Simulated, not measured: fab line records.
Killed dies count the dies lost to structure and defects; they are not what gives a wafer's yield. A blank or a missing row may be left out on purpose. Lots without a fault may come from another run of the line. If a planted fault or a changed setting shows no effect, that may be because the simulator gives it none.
The tool behind it: which one? / flow gf180mcu / 24 lots with 72 wafers sampled at 5 steps, on a route of 602 steps

WHAT THE GAUGES SHOWED, per wafer
GF_HV_LDD_CD_MEAS_46 targets a cd of 400 nm.
lot=L074; measured=day 12 04:16; on=cdSem-02; cdNm (nm)=399.5 399.0 398.9
lot=L075; measured=day 12 11:47; on=cdSem-01; cdNm (nm)=396.0 395.5 394.8
lot=L076; measured=day 12 20:32; on=cdSem-01; cdNm (nm)=400.2 400.9 401.2
lot=L077; measured=day 13 09:01; on=cdSem-01; cdNm (nm)=403.4 401.9 404.5
lot=L078; measured=day 13 18:28; on=cdSem-02; cdNm (nm)=401.2 401.3 402.5
lot=L079; measured=day 14 06:46; on=cdSem-02; cdNm (nm)=405.5 406.1 405.6
lot=L080; measured=day 14 13:55; on=cdSem-01; cdNm (nm)=399.0 402.2 399.5
lot=L081; measured=day 14 19:23; on=cdSem-01; cdNm (nm)=396.4 400.4 396.6
lot=L082; measured=day 15 10:31; on=cdSem-01; cdNm (nm)=399.5 400.1 400.0
lot=L083; measured=day 15 18:22; on=cdSem-01; cdNm (nm)=400.0 400.7 403.1
lot=L084; measured=day 15 21:59; on=cdSem-01; cdNm (nm)=399.6 399.4 397.8
lot=L085; measured=day 16 01:10; on=cdSem-02; cdNm (nm)=401.1 400.9 396.6
lot=L086; measured=day 16 09:25; on=cdSem-01; cdNm (nm)=402.4 402.5 402.5
lot=L087; measured=day 16 17:08; on=cdSem-02; cdNm (nm)=395.6 397.1 396.8
lot=L088; measured=day 17 04:29; on=cdSem-01; cdNm (nm)=400.6 399.1 401.2
lot=L089; measured=day 17 10:24; on=cdSem-02; cdNm (nm)=399.6 400.5 402.8
lot=L090; measured=day 17 16:32; on=cdSem-02; cdNm (nm)=399.6 399.8 398.6
lot=L091; measured=day 17 23:25; on=cdSem-01; cdNm (nm)=398.7 400.6 398.2
lot=L092; measured=day 18 08:46; on=cdSem-02; cdNm (nm)=400.7 398.5 399.6
lot=L093; measured=day 18 17:49; on=cdSem-02; cdNm (nm)=399.4 400.1 398.1
lot=L094; measured=day 19 00:17; on=cdSem-02; cdNm (nm)=398.4 399.2 400.0
lot=L095; measured=day 19 17:02; on=cdSem-02; cdNm (nm)=402.3 399.9 401.5
lot=L096; measured=day 19 23:04; on=cdSem-01; cdNm (nm)=400.0 399.7 399.8
lot=L097; measured=day 20 04:19; on=cdSem-01; cdNm (nm)=396.2 395.3 396.0

GF_PSD_CD_MEAS_07 targets a cd of 400 nm.
lot=L074; measured=day 13 23:25; on=cdSem-02; cdNm (nm)=398.8 398.3 401.0
lot=L075; measured=day 14 09:09; on=cdSem-02; cdNm (nm)=401.1 399.7 400.6
lot=L076; measured=day 14 18:46; on=cdSem-01; cdNm (nm)=400.7 399.4 402.2
lot=L077; measured=day 15 06:25; on=cdSem-02; cdNm (nm)=401.2 402.2 401.7
lot=L078; measured=day 15 15:53; on=cdSem-02; cdNm (nm)=401.1 399.1 399.3
lot=L079; measured=day 16 05:35; on=cdSem-01; cdNm (nm)=402.0 399.6 402.7
lot=L080; measured=day 16 13:40; on=cdSem-01; cdNm (nm)=399.6 398.0 398.4
lot=L081; measured=day 16 20:43; on=cdSem-02; cdNm (nm)=400.6 402.6 400.9
lot=L082; measured=day 17 12:47; on=cdSem-02; cdNm (nm)=399.2 401.3 403.0
lot=L083; measured=day 17 21:05; on=cdSem-02; cdNm (nm)=400.8 401.4 400.4
lot=L084; measured=day 17 21:59; on=cdSem-02; cdNm (nm)=401.4 399.8 401.6
lot=L085; measured=day 18 02:25; on=cdSem-02; cdNm (nm)=395.9 396.0 397.9
lot=L086; measured=day 18 11:07; on=cdSem-01; cdNm (nm)=399.0 401.1 398.8
lot=L087; measured=day 18 19:38; on=cdSem-01; cdNm (nm)=397.1 397.4 398.7
lot=L088; measured=day 19 08:25; on=cdSem-01; cdNm (nm)=397.2 397.5 398.4
lot=L089; measured=day 19 14:04; on=cdSem-02; cdNm (nm)=399.7 398.3 399.1
lot=L090; measured=day 19 20:19; on=cdSem-01; cdNm (nm)=401.3 400.4 400.4
lot=L091; measured=day 20 03:34; on=cdSem-01; cdNm (nm)=403.5 401.3 404.2
lot=L092; measured=day 20 14:13; on=cdSem-01; cdNm (nm)=399.5 399.2 402.2
lot=L093; measured=day 20 22:24; on=cdSem-01; cdNm (nm)=400.4 397.8 400.3
lot=L094; measured=day 21 04:17; on=cdSem-02; cdNm (nm)=403.7 402.1 401.9
lot=L095; measured=day 21 20:23; on=cdSem-02; cdNm (nm)=398.4 399.6 397.7
lot=L096; measured=day 22 02:29; on=cdSem-02; cdNm (nm)=402.4 402.8 400.1
lot=L097; measured=day 22 07:37; on=cdSem-02; cdNm (nm)=402.6 401.6 401.2

GF_SALICIDE_RS_MEAS_04: a four-point-probe measurement.
lot=L074; measured=day 14 21:49; on=filmMetro-01; SALICIDE_TIN_RS (ohm/sq)=16.60 16.60 16.57
lot=L075; measured=day 15 07:26; on=filmMetro-02; SALICIDE_TIN_RS (ohm/sq)=16.38 16.37 16.02
lot=L076; measured=day 15 17:22; on=filmMetro-02; SALICIDE_TIN_RS (ohm/sq)=16.09 16.17 16.15
lot=L077; measured=day 16 05:25; on=filmMetro-01; SALICIDE_TIN_RS (ohm/sq)=16.44 15.90 15.86
lot=L078; measured=day 16 14:32; on=filmMetro-01; SALICIDE_TIN_RS (ohm/sq)=16.58 16.52 16.49
lot=L079; measured=day 17 05:35; on=filmMetro-02; SALICIDE_TIN_RS (ohm/sq)=16.49 16.37 16.57
lot=L080; measured=day 17 13:59; on=filmMetro-02; SALICIDE_TIN_RS (ohm/sq)=15.93 15.93 15.87
lot=L081; measured=day 17 21:31; on=filmMetro-01; SALICIDE_TIN_RS (ohm/sq)=16.05 16.13 15.93
lot=L082; measured=day 18 13:53; on=filmMetro-02; SALICIDE_TIN_RS (ohm/sq)=15.79 16.29 15.87
lot=L083; measured=day 18 22:12; on=filmMetro-02; SALICIDE_TIN_RS (ohm/sq)=16.11 16.13 16.41
lot=L084; measured=day 18 23:27; on=filmMetro-01; SALICIDE_TIN_RS (ohm/sq)=15.93 16.09 15.96
lot=L085; measured=day 19 03:58; on=filmMetro-04; SALICIDE_TIN_RS (ohm/sq)=16.04 16.39 16.54
lot=L086; measured=day 19 12:26; on=filmMetro-01; SALICIDE_TIN_RS (ohm/sq)=16.52 16.30 16.20
lot=L087; measured=day 19 21:43; on=filmMetro-02; SALICIDE_TIN_RS (ohm/sq)=15.68 15.63 15.83
lot=L088; measured=day 20 10:46; on=filmMetro-02; SALICIDE_TIN_RS (ohm/sq)=16.60 16.49 16.86
lot=L089; measured=day 20 15:47; on=filmMetro-02; SALICIDE_TIN_RS (ohm/sq)=16.43 16.38 16.70
lot=L090; measured=day 20 21:57; on=filmMetro-02; SALICIDE_TIN_RS (ohm/sq)=16.02 16.38 15.96
lot=L091; measured=day 21 05:05; on=filmMetro-01; SALICIDE_TIN_RS (ohm/sq)=16.31 16.19 16.39
lot=L092; measured=day 21 14:52; on=filmMetro-01; SALICIDE_TIN_RS (ohm/sq)=16.55 16.32 16.42
lot=L093; measured=day 21 23:13; on=filmMetro-01; SALICIDE_TIN_RS (ohm/sq)=16.39 16.38 16.31
lot=L094; measured=day 22 04:59; on=filmMetro-02; SALICIDE_TIN_RS (ohm/sq)=16.62 16.63 16.73
lot=L095; measured=day 22 21:47; on=filmMetro-02; SALICIDE_TIN_RS (ohm/sq)=16.10 16.15 16.12
lot=L096; measured=day 23 02:58; on=filmMetro-01; SALICIDE_TIN_RS (ohm/sq)=16.55 16.01 16.46
lot=L097; measured=day 23 07:53; on=filmMetro-02; SALICIDE_TIN_RS (ohm/sq)=16.64 16.13 16.45

GF_M1_THK_MEAS_06: measures by xrf.
lot=L074; measured=day 15 22:20; on=filmMetro-04; M1_ALCU_THK (nm)=460 457 454
lot=L075; measured=day 16 08:07; on=filmMetro-04; M1_ALCU_THK (nm)=451 454 453
lot=L076; measured=day 16 17:52; on=filmMetro-04; M1_ALCU_THK (nm)=451 447 450
lot=L077; measured=day 17 06:58; on=filmMetro-03; M1_ALCU_THK (nm)=459 457 452
lot=L078; measured=day 17 16:44; on=filmMetro-04; M1_ALCU_THK (nm)=460 461 458
lot=L079; measured=day 18 07:34; on=filmMetro-02; M1_ALCU_THK (nm)=444 448 445
lot=L080; measured=day 18 17:02; on=filmMetro-02; M1_ALCU_THK (nm)=452 451 451
lot=L081; measured=day 19 00:37; on=filmMetro-03; M1_ALCU_THK (nm)=455 457 458
lot=L082; measured=day 19 17:00; on=filmMetro-02; M1_ALCU_THK (nm)=451 458 456
lot=L083; measured=day 20 01:42; on=filmMetro-03; M1_ALCU_THK (nm)=456 459 459
lot=L084; measured=day 20 02:03; on=filmMetro-02; M1_ALCU_THK (nm)=457 448 454
lot=L085; measured=day 20 07:37; on=filmMetro-04; M1_ALCU_THK (nm)=450 455 454
lot=L086; measured=day 20 15:14; on=filmMetro-02; M1_ALCU_THK (nm)=459 461 460
lot=L087; measured=day 21 00:29; on=filmMetro-04; M1_ALCU_THK (nm)=456 451 449
lot=L088; measured=day 21 13:19; on=filmMetro-04; M1_ALCU_THK (nm)=459 457 457
lot=L089; measured=day 21 18:46; on=filmMetro-04; M1_ALCU_THK (nm)=454 456 453
lot=L090; measured=day 22 00:32; on=filmMetro-04; M1_ALCU_THK (nm)=449 450 452
lot=L091; measured=day 22 07:48; on=filmMetro-04; M1_ALCU_THK (nm)=456 457 458
lot=L092; measured=day 22 17:00; on=filmMetro-03; M1_ALCU_THK (nm)=446 451 451
lot=L093; measured=day 23 02:29; on=filmMetro-03; M1_ALCU_THK (nm)=448 460 457
lot=L094; measured=day 23 06:52; on=filmMetro-04; M1_ALCU_THK (nm)=458 455 455
lot=L095; measured=day 23 23:20; on=filmMetro-03; M1_ALCU_THK (nm)=456 449 452
lot=L096; measured=day 24 04:00; on=filmMetro-04; M1_ALCU_THK (nm)=463 466 460
lot=L097; measured=day 24 09:34; on=filmMetro-02; M1_ALCU_THK (nm)=456 454 454

TOOL THAT RAN EACH LOT (tool first, then ch and the chambers of the sampled wafers, then the start)
lot=L074; GF_SAB_STRIP_13=plasmaAsher-02 ch 1, day 14 21:35
lot=L075; GF_SAB_STRIP_13=plasmaAsher-02 ch 0,1, day 15 07:10
lot=L076; GF_SAB_STRIP_13=plasmaAsher-01 ch 0,1, day 15 17:07
lot=L077; GF_SAB_STRIP_13=plasmaAsher-03 ch 1, day 16 05:10
lot=L078; GF_SAB_STRIP_13=plasmaAsher-01 ch 0,1, day 16 14:17
lot=L079; GF_SAB_STRIP_13=plasmaAsher-01 ch 0, day 17 05:19
lot=L080; GF_SAB_STRIP_13=plasmaAsher-03 ch 0,1, day 17 13:44
lot=L081; GF_SAB_STRIP_13=plasmaAsher-01 ch 0,1, day 17 21:16
lot=L082; GF_SAB_STRIP_13=plasmaAsher-01 ch 0,1, day 18 13:38
lot=L083; GF_SAB_STRIP_13=plasmaAsher-03 ch 0,1, day 18 21:56
lot=L084; GF_SAB_STRIP_13=plasmaAsher-03 ch 0,1, day 18 23:11
lot=L085; GF_SAB_STRIP_13=plasmaAsher-02 ch 0,1, day 19 03:43
lot=L086; GF_SAB_STRIP_13=plasmaAsher-03 ch 0,1, day 19 12:11
lot=L087; GF_SAB_STRIP_13=plasmaAsher-01 ch 0,1, day 19 21:28
lot=L088; GF_SAB_STRIP_13=plasmaAsher-03 ch 0,1, day 20 10:29
lot=L089; GF_SAB_STRIP_13=plasmaAsher-03 ch 0,1, day 20 15:32
lot=L090; GF_SAB_STRIP_13=plasmaAsher-03 ch 0,1, day 20 21:38
lot=L091; GF_SAB_STRIP_13=plasmaAsher-03 ch 0,1, day 21 04:49
lot=L092; GF_SAB_STRIP_13=plasmaAsher-03 ch 0,1, day 21 14:37
lot=L093; GF_SAB_STRIP_13=plasmaAsher-02 ch 0,1, day 21 22:59
lot=L094; GF_SAB_STRIP_13=plasmaAsher-01 ch 0,1, day 22 04:43
lot=L095; GF_SAB_STRIP_13=plasmaAsher-03 ch 0, day 22 21:29
lot=L096; GF_SAB_STRIP_13=plasmaAsher-01 ch 0,1, day 23 02:43
lot=L097; GF_SAB_STRIP_13=plasmaAsher-01 ch 0,1, day 23 07:38
- GF_SAB_STRIP_13: strips in O2/N2.

AS READ BY THE TOOLS THEMSELVES (means over the sampled wafers that have a number; for cases with no such wafer, the mark the record gives instead)
GF_SAB_STRIP_13.
lot=L074; tool=plasmaAsher-02; drypumpMotorCurrentA (A)=6.2; heaterPowerW (W)=414; oesProductAu (a.u.)=0.707; stripTimeToEndpointS (s)=12.57
lot=L075; tool=plasmaAsher-02; drypumpMotorCurrentA (A)=6.1; heaterPowerW (W)=391; oesProductAu (a.u.)=0.712; stripTimeToEndpointS (s)=12.59
lot=L076; tool=plasmaAsher-01; drypumpMotorCurrentA (A)=5.3; heaterPowerW (W)=361; oesProductAu (a.u.)=0.709; stripTimeToEndpointS (s)=12.60
lot=L077; tool=plasmaAsher-03; drypumpMotorCurrentA (A)=5.9; heaterPowerW (W)=312; oesProductAu (a.u.)=0.710; stripTimeToEndpointS (s)=12.62
lot=L078; tool=plasmaAsher-01; drypumpMotorCurrentA (A)=5.3; heaterPowerW (W)=361; oesProductAu (a.u.)=0.713; stripTimeToEndpointS (s)=12.59
lot=L079; tool=plasmaAsher-01; drypumpMotorCurrentA (A)=5.6; heaterPowerW (W)=306; oesProductAu (a.u.)=0.712; stripTimeToEndpointS (s)=12.60
lot=L080; tool=plasmaAsher-03; drypumpMotorCurrentA (A)=6.0; heaterPowerW (W)=335; oesProductAu (a.u.)=0.714; stripTimeToEndpointS (s)=12.59
lot=L081; tool=plasmaAsher-01; drypumpMotorCurrentA (A)=5.3; heaterPowerW (W)=357; oesProductAu (a.u.)=0.704; stripTimeToEndpointS (s)=12.63
lot=L082; tool=plasmaAsher-01; drypumpMotorCurrentA (A)=5.4; heaterPowerW (W)=333; oesProductAu (a.u.)=0.712; stripTimeToEndpointS (s)=12.63
lot=L083; tool=plasmaAsher-03; drypumpMotorCurrentA (A)=6.0; heaterPowerW (W)=350; oesProductAu (a.u.)=0.710; stripTimeToEndpointS (s)=12.64
lot=L084; tool=plasmaAsher-03; drypumpMotorCurrentA (A)=6.0; heaterPowerW (W)=347; oesProductAu (a.u.)=0.709; stripTimeToEndpointS (s)=12.62
lot=L085; tool=plasmaAsher-02; drypumpMotorCurrentA (A)=6.2; heaterPowerW (W)=395; oesProductAu (a.u.)=0.714; stripTimeToEndpointS (s)=12.61
lot=L086; tool=plasmaAsher-03; drypumpMotorCurrentA (A)=6.0; heaterPowerW (W)=348; oesProductAu (a.u.)=0.711; stripTimeToEndpointS (s)=12.66
lot=L087; tool=plasmaAsher-01; drypumpMotorCurrentA (A)=5.3; heaterPowerW (W)=357; oesProductAu (a.u.)=0.710; stripTimeToEndpointS (s)=12.62
lot=L088; tool=plasmaAsher-03; drypumpMotorCurrentA (A)=6.0; heaterPowerW (W)=331; oesProductAu (a.u.)=0.710; stripTimeToEndpointS (s)=12.59
lot=L089; tool=plasmaAsher-03; drypumpMotorCurrentA (A)=6.0; heaterPowerW (W)=346; oesProductAu (a.u.)=0.712; stripTimeToEndpointS (s)=12.63
lot=L090; tool=plasmaAsher-03; drypumpMotorCurrentA (A)=6.0; heaterPowerW (W)=350; oesProductAu (a.u.)=0.710; stripTimeToEndpointS (s)=12.59
lot=L091; tool=plasmaAsher-03; drypumpMotorCurrentA (A)=6.0; heaterPowerW (W)=330; oesProductAu (a.u.)=0.714; stripTimeToEndpointS (s)=12.60
lot=L092; tool=plasmaAsher-03; drypumpMotorCurrentA (A)=6.0; heaterPowerW (W)=334; oesProductAu (a.u.)=0.707; stripTimeToEndpointS (s)=12.67
lot=L093; tool=plasmaAsher-02; drypumpMotorCurrentA (A)=6.2; heaterPowerW (W)=397; oesProductAu (a.u.)=0.712; stripTimeToEndpointS (s)=12.61
lot=L094; tool=plasmaAsher-01; drypumpMotorCurrentA (A)=5.4; heaterPowerW (W)=335; oesProductAu (a.u.)=0.707; stripTimeToEndpointS (s)=12.63
lot=L095; tool=plasmaAsher-03; drypumpMotorCurrentA (A)=6.1; heaterPowerW (W)=362; oesProductAu (a.u.)=0.705; stripTimeToEndpointS (s)=12.61
lot=L096; tool=plasmaAsher-01; drypumpMotorCurrentA (A)=5.4; heaterPowerW (W)=334; oesProductAu (a.u.)=0.706; stripTimeToEndpointS (s)=12.60
lot=L097; tool=plasmaAsher-01; drypumpMotorCurrentA (A)=5.3; heaterPowerW (W)=356; oesProductAu (a.u.)=0.711; stripTimeToEndpointS (s)=12.56

THE ANSWER, worked out from the rows above alone
Rule: what is usual is taken from the lots themselves. The widest of any qualifying gaps counts: lots, ordered by their means at a reading, are off when they make up no more than a third of the lots, leave a main group of 4 or more, and stand apart from it by 3 or more times the standard deviation of that group's means. Not used: any main group whose means are identical at the precision the tables above print for the reading. Also off: a lot with no number at a reading for which 4 or more lots have one. Any other lot the step has rows for is counted as sound. First the gauges in route order, then the tools' own readings, where a lot's mean is used as printed above. At the first step where some lot is off, the reading lying furthest off is the one used; lots without a number count as furthest.
Across all readings shown, no lot is off: no conclusion can be drawn from this.

WHAT HAD BEEN PUT IN BY THE SIMULATOR
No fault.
